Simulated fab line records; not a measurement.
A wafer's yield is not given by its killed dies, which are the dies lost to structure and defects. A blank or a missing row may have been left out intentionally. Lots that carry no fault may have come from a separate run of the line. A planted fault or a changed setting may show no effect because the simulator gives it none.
fab line records | flow sky130
record: lots: 13 wafers: 39 lastDay: 50
route steps=708 shown CAP2M@607 METAL4@629 METAL5@662 PASSIVATION@683 PAD_OPEN@708
lots that met no fault: taken from a fault-free run of the same line
startH: start of the lot's first displayed wafer, in hours after the record's first day | waitH: hours since the lot's step before | " unchanged from the row above | L1.1+2: a single row standing in for several wafers | - no value, or no start was given | * or withheld: withheld | < > ~ a bound
route shown NAME@n: NAME is a module with steps in the file, n the number in the route of the first one | usual: mean and standard deviation over wafers with no fault | same: alike in all rows | chamber/n: place in a boat | sites: each site's reading | _std_site: the standard deviation of these | _edge_site: mean of outer sites minus mean of inner sites | radiusMm: how far each site lies from the wafer's centre | mask NAME#n: copy n | behind: the last tool/chamber to shape the wafer | hold: reason for holding the lot/hours on hold/outcome of the hold | device: names the non-switching transistor (n, p or np) | end of line: tests run on the same wafers once the route is complete | for a step that has no rows: nothing shown but its recipe | killed: at the first sort, the dies lost to defects and structure; wafer yield is something else | map: a wafer's dies, marking killed ones x, the rest . and places with no die _
set.NAME: the run value of the setting; set.NAME@STEP: its run value at that earlier step | model.NAME: the simulator's own value behind a step, which no gauge read
steps of the route over a sample of lots; a table a step, a row a wafer
services: the hour from which a tool's chamber was out of use, counted from the record's first day as startH (under 0 if before that day), plus the number of hours and why
== steps ==
step: SKY_CAP2M_THK_MEAS_04
recipe: thkMeasGauge: xrf reads: TiN_of_CAP2M_SPUTTER_02
usual: CAP2M_TIN_THK: 203.2/2.3
columns lot.wafer tool chamber startH waitH CAP2M_TIN_THK[nm]
L808.1 filmMetro-03 - 940.52 0.1 202.6
L808.4 " - " " 203.6
L808.5 " - " " 203.1
L809.1 filmMetro-02 - 946.71 0.1 200.1
L809.4 " - " " 203.3
L809.6 " - " " 202.5
L811.3 filmMetro-02 - 952.44 0.1 205.1
L811.4 " - " " 202.6
L811.5 " - " " 203.2
L812.1 filmMetro-03 - 963.30 0.1 205.5
L812.3 " - " " 207.4
L812.5 " - " " 206.9
L813.2 filmMetro-02 - 974.20 0.1 202.8
L813.5 " - " " 202.7
L813.6 " - " " 203.7
L814.1 filmMetro-03 - 984.01 0.1 202.9
L814.2 " - " " 201.4
L814.5 " - " " 201.5
L818.1 filmMetro-04 - 1010.77 0.1 202.8
L818.2 " - " " 202.5
L818.3 " - " " 202.4
L819.1 filmMetro-02 - 1019.77 0.1 207.3
L819.4 " - " " 205.0
L819.6 " - " " 205.6
L824.1 filmMetro-04 - 1050.67 0.1 202.9
L824.5 " - " " 203.4
L824.6 " - " " 203.7
L825.2 filmMetro-02 - 1051.26 0.1 206.1
L825.4 " - " " 205.0
L825.6 " - " " 203.5
L827.2 filmMetro-03 - 1061.26 0.1 202.7
L827.3 " - " " 202.8
L827.5 " - " " 201.9
L829.1 filmMetro-04 - 1078.64 0.1 198.2
L829.3 " - " " 199.0
L829.4 " - " " 197.3
L830.1 filmMetro-02 - 1082.24 0.1 205.0
L830.2 " - " " 203.9
L830.4 " - " " 205.3
step: SKY_METAL4_CD_MEAS_13
recipe: targetCdNm: 300
usual: cdNm: 300.0/1.4
columns lot.wafer tool chamber startH waitH cdNm
L808.1 cdSem-01 - 988.01 - 301.5
L808.4 " - " " 300.0
L808.5 " - " " 300.7
L809.1 cdSem-02 - 993.84 - 301.2
L809.4 " - " " 300.6
L809.6 " - " " 300.3
L811.3 cdSem-01 - 998.42 - 298.5
L811.4 " - " " 299.0
L811.5 " - " " 299.5
L812.1 cdSem-02 - 1008.33 - 299.7
L812.3 " - " " 298.0
L812.5 " - " " 298.0
L813.2 cdSem-01 - 1023.65 - 299.3
L813.5 " - " " 299.0
L813.6 " - " " 299.4
L814.1 cdSem-02 - 1027.78 - 300.3
L814.2 " - " " 299.6
L814.5 " - " " 300.1
L818.1 cdSem-01 - 1056.49 - 301.8
L818.2 " - " " 302.4
L818.3 " - " " 301.0
L819.1 cdSem-01 - 1066.04 - 297.5
L819.4 " - " " 296.8
L819.6 " - " " 298.4
L824.1 cdSem-01 - 1096.28 - 303.3
L824.5 " - " " 302.9
L824.6 " - " " 302.8
L825.2 cdSem-01 - 1096.72 - 299.9
L825.4 " - " " 300.3
L825.6 " - " " 300.6
L827.2 cdSem-01 - 1104.55 - 301.1
L827.3 " - " " 300.9
L827.5 " - " " 299.9
L829.1 cdSem-02 - 1119.83 - 298.1
L829.3 " - " " 298.3
L829.4 " - " " 297.9
L830.1 cdSem-02 - 1122.83 - 300.9
L830.2 " - " " 301.2
L830.4 " - " " 298.5
step: SKY_METAL5_SPUTTER_01
recipe: material: TiN targetThkNm: 20 powerW: 6500 timeS: 16.7 chamberPressurePa: 0.4
usual: throttleValvePct: 29.9/1.5
columns lot.wafer tool chamber startH waitH throttleValvePct
L808.1 pvdSputter-04 - 1012.09 0.0 28.9
L808.4 " - " " 33.4
L808.5 " - " " 31.3
L809.1 pvdSputter-04 - 1020.53 0.0 28.7
L809.4 " - " " 33.4
L809.6 " - " " 31.2
L811.3 pvdSputter-01 - 1024.16 0.0 28.2
L811.4 " - " " 28.9
L811.5 " - " " 29.8
L812.1 pvdSputter-01 - 1033.58 0.0 28.4
L812.3 " - " " 28.8
L812.5 " - " " 28.2
L813.2 pvdSputter-04 - 1049.68 0.0 30.8
L813.5 " - " " 33.2
L813.6 " - " " 31.3
L814.1 pvdSputter-03 - 1053.50 0.0 28.4
L814.2 " - " " 30.7
L814.5 " - " " 28.3
L818.1 pvdSputter-03 - 1081.98 0.0 29.1
L818.2 " - " " 30.6
L818.3 " - " " 29.6
L819.1 pvdSputter-03 - 1092.02 0.0 30.5
L819.4 " - " " 28.5
L819.6 " - " " 28.0
L824.1 pvdSputter-04 - 1121.36 0.0 29.1
L824.5 " - " " 30.8
L824.6 " - " " 31.3
L825.2 pvdSputter-01 - 1121.66 0.0 28.7
L825.4 " - " " 29.3
L825.6 " - " " 28.4
L827.2 pvdSputter-03 - 1127.45 0.0 29.2
L827.3 " - " " 29.6
L827.5 " - " " 29.5
L829.1 pvdSputter-04 - 1141.98 0.0 30.8
L829.3 " - " " 28.8
L829.4 " - " " 31.3
L830.1 pvdSputter-03 - 1147.98 0.0 30.6
L830.2 " - " " 29.1
L830.4 " - " " 28.2
step: SKY_PASSIVATION_CVD_02
recipe: material: Si3N4 targetThkNm: 540 tempC: 400 timeS: withheld rfW: 450
usual: heaterPowerOuterW: 464/81 heaterPowerW: 785/130
columns lot.wafer tool chamber startH waitH heaterPowerOuterW heaterPowerW
L808.1 pecvd-02 2 1035.74 0.1 421 733
L808.4 " 2 " " 440 756
L808.5 " 0 " " 432 726
L809.1 pecvd-02 2 1044.16 0.1 432 717
L809.4 " 1 " " 637 1062
L809.6 " 2 " " 454 760
L811.3 pecvd-02 1 1047.63 0.0 616 1039
L811.4 " 1 " " 651 1079
L811.5 " 0 " " 411 728
L812.1 pecvd-02 2 1057.75 0.1 485 786
L812.3 " 0 " " 361 628
L812.5 " 0 " " 373 673
L813.2 pecvd-04 2 1073.88 0.0 316 665
L813.5 " 2 " " 346 709
L813.6 " 1 " " 310 614
L814.1 pecvd-01 0 1077.46 0.1 491 878
L814.2 " 1 " " 461 731
L814.5 " 2 " " 432 657
L818.1 pecvd-02 0 1103.26 0.1 331 631
L818.2 " 1 " " 581 974
L818.3 " 2 " " 465 807
L819.1 pecvd-01 0 1111.95 0.1 443 819
L819.4 " 1 " " 363 577
L819.6 " 2 " " 523 794
L824.1 pecvd-04 1 1141.10 0.1 - -
L824.5 " 2 " " - -
L824.6 " 1 " " - -
L825.2 pecvd-02 1 1141.31 0.0 - -
L825.4 " 1 " " - -
L825.6 " 1 " " - -
L827.2 pecvd-01 1 1147.42 0.0 423 667
L827.3 " 0 " " 521 883
L827.5 " 0 " " 527 928
L829.1 pecvd-02 2 1161.47 0.1 458 788
L829.3 " 0 " " 367 641
L829.4 " 0 " " 366 675
L830.1 pecvd-02 1 1166.42 0.1 620 1046
L830.2 " 0 " " 370 658
L830.4 " 0 " " 392 694
step: SKY_PAD_OPEN_PROBE_99
usual: defectLimitedYield: 82.5/1.9 killed_at_M0_to_M3: 43/7.2 killed_at_M4_up: 3.1/1.8 killedAtContacts: 24/5.4 killedAtFrontEnd: 15/4.4 killedAtOther: 0.4/0.56 killedDies: 86/9.3 killedOnRim: 17/3.6 killedOpen: 47/6.9 killedShort: 39/6.6 sort_bin_3_pad_short: 0.9/0.43 sort_bin_5_function: 10.4/1.5 sort_bin_6_memory: 6.2/1.1 sortNPass: 406/9.3 sortYieldPct: 82.5/1.9
same: grossDies: 492 killedAtBackSide: 0 sort_bin_4_leakage[%]: 0 sort_bin_8_speed[%]: 0
columns lot.wafer tool chamber startH waitH defectLimitedYield[%] killed_at_M0_to_M3 killed_at_M4_up killedAtContacts killedAtFrontEnd killedAtOther killedDies killedOnRim killedOpen killedShort sort_bin_3_pad_short[%] sort_bin_5_function[%] sort_bin_6_memory[%] sortNPass sortYieldPct[%]
L808.1 prober-01 - 1084.52 0.1 80.7 46 1 26 22 0 95 22 52 43 0.6 11.8 6.9 397 80.7
L808.4 prober-01 - 1084.67 0.2 83.9 45 3 17 14 0 79 20 45 34 0.8 10.8 4.5 413 83.9
L808.5 prober-01 - 1084.72 0.2 79.7 61 4 18 17 0 100 16 58 42 1.2 11.4 7.7 392 79.7
L809.1 prober-01 - 1092.26 0.1 85.4 38 6 15 13 0 72 17 40 32 0.4 9.8 4.5 420 85.4
L809.4 prober-01 - 1092.41 0.2 83.1 37 2 23 21 0 83 18 48 35 1.0 11.0 4.9 409 83.1
L809.6 prober-01 - 1092.51 0.2 81.7 43 4 27 15 1 90 17 50 40 1.0 10.8 6.5 402 81.7
L811.3 prober-01 - 1095.42 0.2 79.5 50 5 25 20 1 101 20 59 42 0.8 12.2 7.5 391 79.5
L811.4 prober-01 - 1095.47 0.2 79.7 45 5 31 19 0 100 23 46 54 1.2 12.6 6.5 392 79.7
L811.5 prober-01 - 1095.52 0.2 80.5 52 4 21 19 0 96 17 48 48 1.8 12.0 5.7 396 80.5
L812.1 prober-02 - 1104.11 0.1 82.9 39 4 26 14 1 84 16 43 41 0.2 11.4 5.5 408 82.9
L812.3 prober-02 - 1104.21 0.2 85.0 50 0 11 13 0 74 16 40 34 1.2 7.9 5.9 418 85.0
L812.5 prober-02 - 1104.31 0.2 82.3 39 1 24 22 1 87 16 45 42 1.0 9.8 6.9 405 82.3
L813.2 prober-01 - 1118.11 0.1 83.1 47 2 23 10 1 83 14 47 36 0.4 9.1 7.3 409 83.1
L813.5 prober-01 - 1118.26 0.2 81.7 49 1 24 16 0 90 17 51 39 0.8 12.6 4.9 402 81.7
L813.6 prober-01 - 1118.31 0.2 81.9 39 8 26 16 0 89 11 62 27 1.6 10.8 5.7 403 81.9
L814.1 prober-02 - 1121.07 0.1 81.7 39 5 25 21 0 90 13 51 39 1.4 10.8 6.1 402 81.7
L814.2 prober-02 - 1121.12 0.1 78.7 48 6 26 25 0 105 28 57 48 0.8 12.2 8.3 387 78.7
L814.5 prober-02 - 1121.27 0.2 81.5 46 1 24 20 0 91 15 52 39 1.0 10.6 6.9 401 81.5
L818.1 prober-02 - 1143.76 0.1 82.5 45 1 23 15 2 86 18 46 39 0.8 10.4 6.3 406 82.5
L818.2 prober-02 - 1143.81 0.1 83.7 38 2 25 15 0 80 17 54 26 0.8 9.1 6.3 412 83.7
L818.3 prober-02 - 1143.86 0.2 83.1 34 1 31 17 0 83 14 46 37 1.2 8.9 6.7 409 83.1
L819.1 prober-01 - 1152.27 0.1 82.9 37 4 26 15 2 84 17 44 38 0.8 10.8 5.5 408 82.9
L819.4 prober-01 - 1152.42 0.2 82.3 39 2 22 23 1 87 18 48 36 0.2 10.6 6.9 405 82.3
L819.6 prober-01 - 1152.52 0.2 84.6 33 1 26 16 0 76 18 46 29 0.6 8.7 6.1 416 84.6
L824.1 prober-02 - 1179.65 0.1 79.5 46 4 28 23 0 101 16 55 46 0.2 13.4 6.9 391 79.5
L824.5 prober-02 - 1179.85 0.2 82.3 46 3 27 11 0 87 15 52 35 1.0 9.6 7.1 405 82.3
L824.6 prober-02 - 1179.90 0.2 84.3 30 3 25 19 0 77 14 32 43 0.8 8.9 5.9 415 84.3
L825.2 prober-01 - 1181.20 0.1 82.1 47 3 25 13 0 88 23 53 34 0.8 12.2 4.9 404 82.1
L825.4 prober-01 - 1181.30 0.2 85.8 34 3 23 10 0 70 10 46 24 0.8 7.9 5.5 422 85.8
L825.6 prober-01 - 1181.40 0.2 84.1 29 2 32 15 0 78 16 46 32 0.6 8.7 6.5 414 84.1
L827.2 prober-01 - 1184.65 0.1 83.7 41 2 25 12 0 80 10 57 23 0.8 10.4 5.1 412 83.7
L827.3 prober-01 - 1184.70 0.2 82.7 55 4 17 9 0 85 19 46 39 1.0 10.0 6.3 407 82.7
L827.5 prober-01 - 1184.80 0.2 85.6 39 2 24 6 0 71 17 37 34 1.6 8.1 4.7 421 85.6
L829.1 prober-01 - 1196.70 0.1 83.1 39 10 22 11 1 83 18 42 41 0.8 11.6 4.5 409 83.1
L829.3 prober-01 - 1196.80 0.2 82.5 43 0 31 12 0 86 12 50 36 1.0 9.3 7.1 406 82.5
L829.4 prober-01 - 1196.85 0.2 83.3 34 6 30 11 1 82 11 37 43 0.8 8.9 6.9 410 83.3
L830.1 prober-02 - 1201.16 0.1 81.7 37 5 28 20 0 90 15 46 44 1.2 11.6 5.5 402 81.7
L830.2 prober-02 - 1201.21 0.1 79.9 49 2 37 11 0 99 22 51 48 1.2 12.0 6.9 393 79.9
L830.4 prober-02 - 1201.31 0.2 84.3 43 1 23 10 0 77 12 42 35 0.6 7.5 7.5 415 84.3
killed by level:class
L808.1 VIA1:geometricParticle:open=14 LI_CONTACT:geometricParticle:open=8 FIELD_ISO:geometricParticle:short=6 CONTACT:geometricParticle:open=6 VIA2:geometricParticle:open=6 LI_CONTACT:geometricParticle:short=5 VIA1:geometricParticle:short=5 VIA3:geometricParticle:open=5
L808.4 CONTACT:geometricParticle:open=10 VIA3:geometricParticle:open=10 VIA2:geometricParticle:open=7 VIA1:geometricParticle:open=5 METAL2:geometricParticle:short=5 POLY_GATE:geometricParticle:open=4 POLY_GATE:geometricParticle:short=4 VIA1:geometricParticle:short=4
L808.5 VIA1:geometricParticle:open=16 VIA2:geometricParticle:open=8 VIA3:geometricParticle:open=7 FIELD_ISO:geometricParticle:open=6 METAL1:geometricParticle:short=6 VIA1:geometricParticle:short=6 LI_CONTACT:geometricParticle:open=5 LOCAL_INTERCONNECT:geometricParticle:short=5
L809.1 VIA1:geometricParticle:open=15 METAL2:geometricParticle:short=6 CONTACT:geometricParticle:open=5 CONTACT:geometricParticle:short=4 METAL1:geometricParticle:short=4 VIA2:geometricParticle:open=4 FIELD_ISO:geometricParticle:open=3 POLY_GATE:geometricParticle:short=3
L809.4 VIA3:geometricParticle:open=8 LI_CONTACT:geometricParticle:open=7 VIA1:geometricParticle:open=7 VIA2:geometricParticle:open=6 FIELD_ISO:geometricParticle:open=5 FIELD_ISO:geometricParticle:short=5 LOCAL_INTERCONNECT:geometricParticle:short=5 POLY_GATE:geometricParticle:open=4
L809.6 VIA1:geometricParticle:open=9 CONTACT:geometricParticle:open=8 VIA3:geometricParticle:open=7 FIELD_ISO:geometricParticle:short=6 LI_CONTACT:geometricParticle:open=6 VIA2:geometricParticle:open=6 LOCAL_INTERCONNECT:geometricParticle:short=5 METAL2:geometricParticle:short=5
L811.3 VIA1:geometricParticle:open=13 VIA2:geometricParticle:open=11 LI_CONTACT:geometricParticle:open=9 CONTACT:geometricParticle:open=7 POLY_GATE:geometricParticle:short=6 METAL1:geometricParticle:short=6 METAL2:geometricParticle:short=5 FIELD_ISO:geometricParticle:open=4
L811.4 CONTACT:geometricParticle:open=14 VIA1:geometricParticle:open=9 METAL3:geometricParticle:short=7 POLY_GATE:geometricParticle:short=6 CONTACT:geometricParticle:short=6 METAL1:geometricParticle:short=6 FIELD_ISO:geometricParticle:open=5 LI_CONTACT:geometricParticle:open=5
L811.5 VIA1:geometricParticle:open=11 VIA3:geometricParticle:open=9 CONTACT:geometricParticle:open=8 METAL1:geometricParticle:short=8 FIELD_ISO:geometricParticle:short=6 CONTACT:geometricParticle:short=6 VIA2:geometricParticle:open=6 POLY_GATE:geometricParticle:short=5
L812.1 LOCAL_INTERCONNECT:geometricParticle:short=7 CONTACT:geometricParticle:open=7 VIA2:geometricParticle:open=7 VIA1:geometricParticle:open=7 LI_CONTACT:geometricParticle:open=6 VIA3:geometricParticle:open=5 CONTACT:geometricParticle:short=4 VIA1:geometricParticle:short=4
L812.3 VIA1:geometricParticle:open=9 METAL1:geometricParticle:short=9 VIA2:geometricParticle:open=7 VIA3:geometricParticle:open=5 POLY_GATE:geometricParticle:short=4 VIA1:geometricParticle:short=4 METAL1:geometricParticle:open=4 POLY_GATE:geometricParticle:open=3
L812.5 VIA1:geometricParticle:open=10 CONTACT:geometricParticle:open=8 VIA3:geometricParticle:open=7 POLY_GATE:geometricParticle:short=6 LI_CONTACT:geometricParticle:open=6 FIELD_ISO:geometricParticle:short=5 METAL2:geometricParticle:short=5 FIELD_ISO:geometricParticle:open=4
L813.2 VIA1:geometricParticle:open=12 CONTACT:geometricParticle:open=8 METAL1:geometricParticle:short=6 VIA2:geometricParticle:open=6 VIA3:geometricParticle:short=5 LI_CONTACT:geometricParticle:open=5 LOCAL_INTERCONNECT:geometricParticle:short=5 VIA3:geometricParticle:open=5
L813.5 LI_CONTACT:geometricParticle:open=8 VIA1:geometricParticle:open=8 VIA3:geometricParticle:open=7 METAL1:geometricParticle:short=6 METAL2:geometricParticle:short=6 FIELD_ISO:geometricParticle:open=5 LOCAL_INTERCONNECT:geometricParticle:short=5 CONTACT:geometricParticle:open=5
L813.6 VIA1:geometricParticle:open=13 LI_CONTACT:geometricParticle:open=11 CONTACT:geometricParticle:open=11 VIA3:geometricParticle:open=7 FIELD_ISO:geometricParticle:open=4 METAL4:geometricParticle:short=4 VIA4:geometricParticle:open=4 METAL2:geometricParticle:short=4
L814.1 VIA1:geometricParticle:open=11 LI_CONTACT:geometricParticle:open=10 POLY_GATE:geometricParticle:short=7 CONTACT:geometricParticle:open=7 VIA3:geometricParticle:open=5 METAL2:geometricParticle:short=4 POLY_GATE:geometricParticle:open=4 METAL3:geometricParticle:short=4
L814.2 VIA1:geometricParticle:open=18 VIA1:geometricParticle:short=12 LI_CONTACT:geometricParticle:open=9 POLY_GATE:geometricParticle:open=8 CONTACT:geometricParticle:open=7 METAL4:geometricParticle:short=6 FIELD_ISO:geometricParticle:open=5 POLY_GATE:geometricParticle:short=5
L814.5 VIA1:geometricParticle:open=12 CONTACT:geometricParticle:open=9 VIA1:geometricParticle:short=8 VIA2:geometricParticle:open=6 CONTACT:geometricParticle:short=6 VIA3:geometricParticle:open=6 POLY_GATE:geometricParticle:open=5 FIELD_ISO:geometricParticle:short=4
L818.1 VIA1:geometricParticle:open=12 METAL2:geometricParticle:short=11 LOCAL_INTERCONNECT:geometricParticle:short=7 VIA2:geometricParticle:open=7 CONTACT:geometricParticle:open=6 VIA3:geometricParticle:open=6 POLY_GATE:geometricParticle:open=5 METAL1:geometricParticle:short=4
L818.2 VIA1:geometricParticle:open=14 CONTACT:geometricParticle:open=10 LI_CONTACT:geometricParticle:open=9 FIELD_ISO:geometricParticle:open=6 VIA3:geometricParticle:open=5 VIA2:geometricParticle:open=5 POLY_GATE:geometricParticle:open=3 CONTACT:geometricParticle:short=3
L818.3 CONTACT:geometricParticle:open=16 VIA1:geometricParticle:open=9 FIELD_ISO:geometricParticle:short=7 LOCAL_INTERCONNECT:geometricParticle:short=6 VIA2:geometricParticle:open=5 FIELD_ISO:geometricParticle:open=4 CONTACT:geometricParticle:short=4 VIA1:geometricParticle:short=4
L819.1 VIA1:geometricParticle:open=10 CONTACT:geometricParticle:open=9 LI_CONTACT:geometricParticle:open=7 VIA1:geometricParticle:short=7 VIA3:geometricParticle:open=6 CONTACT:geometricParticle:short=5 FIELD_ISO:geometricParticle:short=4 FIELD_ISO:geometricParticle:open=4
L819.4 VIA1:geometricParticle:open=12 POLY_GATE:geometricParticle:open=8 LI_CONTACT:geometricParticle:open=8 VIA1:geometricParticle:short=6 FIELD_ISO:geometricParticle:short=4 LOCAL_INTERCONNECT:geometricParticle:short=4 CONTACT:geometricParticle:open=4 METAL2:geometricParticle:short=4
L819.6 CONTACT:geometricParticle:open=11 VIA1:geometricParticle:open=9 LI_CONTACT:geometricParticle:open=6 VIA2:geometricParticle:open=6 VIA1:geometricParticle:short=6 FIELD_ISO:geometricParticle:short=5 METAL3:geometricParticle:short=5 LOCAL_INTERCONNECT:geometricParticle:short=4
L824.1 CONTACT:geometricParticle:open=13 VIA1:geometricParticle:open=9 VIA2:geometricParticle:open=8 FIELD_ISO:geometricParticle:short=7 LI_CONTACT:geometricParticle:open=7 METAL1:geometricParticle:short=6 VIA1:geometricParticle:short=6 POLY_GATE:geometricParticle:short=5
L824.5 CONTACT:geometricParticle:open=12 VIA1:geometricParticle:open=12 VIA1:geometricParticle:short=7 METAL2:geometricParticle:short=7 LI_CONTACT:geometricParticle:open=6 VIA2:geometricParticle:open=6 POLY_GATE:geometricParticle:open=5 LI_CONTACT:geometricParticle:short=4
L824.6 CONTACT:geometricParticle:open=6 FIELD_ISO:geometricParticle:short=5 LI_CONTACT:geometricParticle:short=5 LI_CONTACT:geometricParticle:open=5 LOCAL_INTERCONNECT:geometricParticle:short=5 METAL1:geometricParticle:short=5 VIA1:geometricParticle:open=5 POLY_GATE:geometricParticle:short=4
L825.2 CONTACT:geometricParticle:open=11 VIA3:geometricParticle:open=10 VIA2:geometricParticle:open=8 LI_CONTACT:geometricParticle:open=7 VIA1:geometricParticle:open=6 METAL3:geometricParticle:short=6 METAL2:geometricParticle:short=6 FIELD_ISO:geometricParticle:short=4
L825.4 CONTACT:geometricParticle:open=9 VIA1:geometricParticle:open=9 VIA3:geometricParticle:open=7 VIA2:geometricParticle:open=6 LI_CONTACT:geometricParticle:open=4 LOCAL_INTERCONNECT:geometricParticle:short=4 CONTACT:geometricParticle:short=4 FIELD_ISO:geometricParticle:open=3
L825.6 CONTACT:geometricParticle:open=12 LOCAL_INTERCONNECT:geometricParticle:short=9 VIA1:geometricParticle:open=8 VIA2:geometricParticle:open=6 LI_CONTACT:geometricParticle:open=5 VIA3:geometricParticle:open=5 VIA2:geometricParticle:short=3 POLY_GATE:geometricParticle:open=3
L827.2 VIA1:geometricParticle:open=13 CONTACT:geometricParticle:open=10 LI_CONTACT:geometricParticle:open=9 VIA3:geometricParticle:open=8 FIELD_ISO:geometricParticle:open=5 VIA2:geometricParticle:open=5 VIA1:geometricParticle:short=3 LOCAL_INTERCONNECT:geometricParticle:short=3
L827.3 VIA1:geometricParticle:open=17 METAL2:geometricParticle:short=8 LI_CONTACT:geometricParticle:open=7 VIA2:geometricParticle:open=7 VIA3:geometricParticle:open=6 METAL1:geometricParticle:short=4 METAL3:geometricParticle:short=4 POLY_GATE:geometricParticle:short=3
L827.5 CONTACT:geometricParticle:open=9 VIA1:geometricParticle:open=8 LI_CONTACT:geometricParticle:open=7 METAL1:geometricParticle:short=7 VIA3:geometricParticle:open=5 METAL2:geometricParticle:short=4 VIA2:geometricParticle:short=4 VIA2:geometricParticle:open=4
L829.1 VIA1:geometricParticle:open=11 CONTACT:geometricParticle:open=10 METAL4:geometricParticle:short=6 FIELD_ISO:geometricParticle:short=5 METAL1:geometricParticle:short=5 VIA2:geometricParticle:open=5 CONTACT:geometricParticle:short=4 VIA3:geometricParticle:short=3
L829.3 CONTACT:geometricParticle:open=12 VIA1:geometricParticle:open=11 LI_CONTACT:geometricParticle:open=11 METAL3:geometricParticle:short=6 VIA3:geometricParticle:open=6 METAL1:geometricParticle:short=5 CONTACT:geometricParticle:short=4 VIA1:geometricParticle:short=4
L829.4 LOCAL_INTERCONNECT:geometricParticle:short=8 VIA1:geometricParticle:short=7 VIA1:geometricParticle:open=7 CONTACT:geometricParticle:open=6 LI_CONTACT:geometricParticle:open=5 CONTACT:geometricParticle:short=5 FIELD_ISO:geometricParticle:short=4 LI_CONTACT:geometricParticle:short=4
L830.1 CONTACT:geometricParticle:open=10 LI_CONTACT:geometricParticle:open=8 VIA1:geometricParticle:open=8 CONTACT:geometricParticle:short=6 METAL3:geometricParticle:short=5 FIELD_ISO:geometricParticle:short=4 METAL1:geometricParticle:short=4 METAL2:geometricParticle:short=4
L830.2 VIA1:geometricParticle:open=13 CONTACT:geometricParticle:open=12 CONTACT:geometricParticle:short=8 VIA1:geometricParticle:short=8 LI_CONTACT:geometricParticle:open=7 LOCAL_INTERCONNECT:geometricParticle:short=5 METAL1:geometricParticle:short=5 VIA2:geometricParticle:open=5
L830.4 CONTACT:geometricParticle:open=11 VIA2:geometricParticle:open=9 VIA1:geometricParticle:short=9 VIA1:geometricParticle:open=7 METAL1:geometricParticle:short=5 METAL2:geometricParticle:short=5 VIA3:geometricParticle:open=5 FIELD_ISO:geometricParticle:short=4
== services ==
columns tool chamber startH hours kind
pecvd-01 1 999.38 - clean
pecvd-01 1 999.38 - consumableReplace:showerhead
pecvd-01 1 999.38 29.0 scheduledDown
pecvd-01 1 999.38 29.0 ventCycle
pvdSputter-03 - 1003.82 0.9 repair
pecvd-02 0 1008.02 7.3 repair
pecvd-02 - 1008.61 6.0 pm
pecvd-01 0 1028.08 11.4 repair
pecvd-01 0 1039.50 2.1 scheduledDown
pecvd-04 - 1044.91 2.8 repair
pecvd-02 2 1071.86 2.1 scheduledDown
pvdSputter-01 - 1081.02 11.1 repair
pecvd-01 1 1105.74 2.1 scheduledDown
pecvd-02 0 1125.00 16.5 scheduledDown
pecvd-01 2 1134.17 28.6 repair
pecvd-01 0 1138.31 4.6 repair
pvdSputter-03 - 1149.58 0.9 repair
== key ==
firstSign: step: SKY_PASSIVATION_CVD_02 reading: toolRecord direction: missing
effect none on later readings
metAt SKY_PASSIVATION_CVD_02
struckLots L824,L825
notActingAt SKY_CAP2M_THK_MEAS_04,SKY_METAL4_CD_MEAS_13,SKY_METAL5_SPUTTER_01
onsetBetween 1103.26 1141.10
fault: kind: skippedStepWhole tool: pecvd-02,pecvd-04 chamber: - onsetH: 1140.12 steps: SKY_PASSIVATION_CVD_02 scope: struckLotsOnly
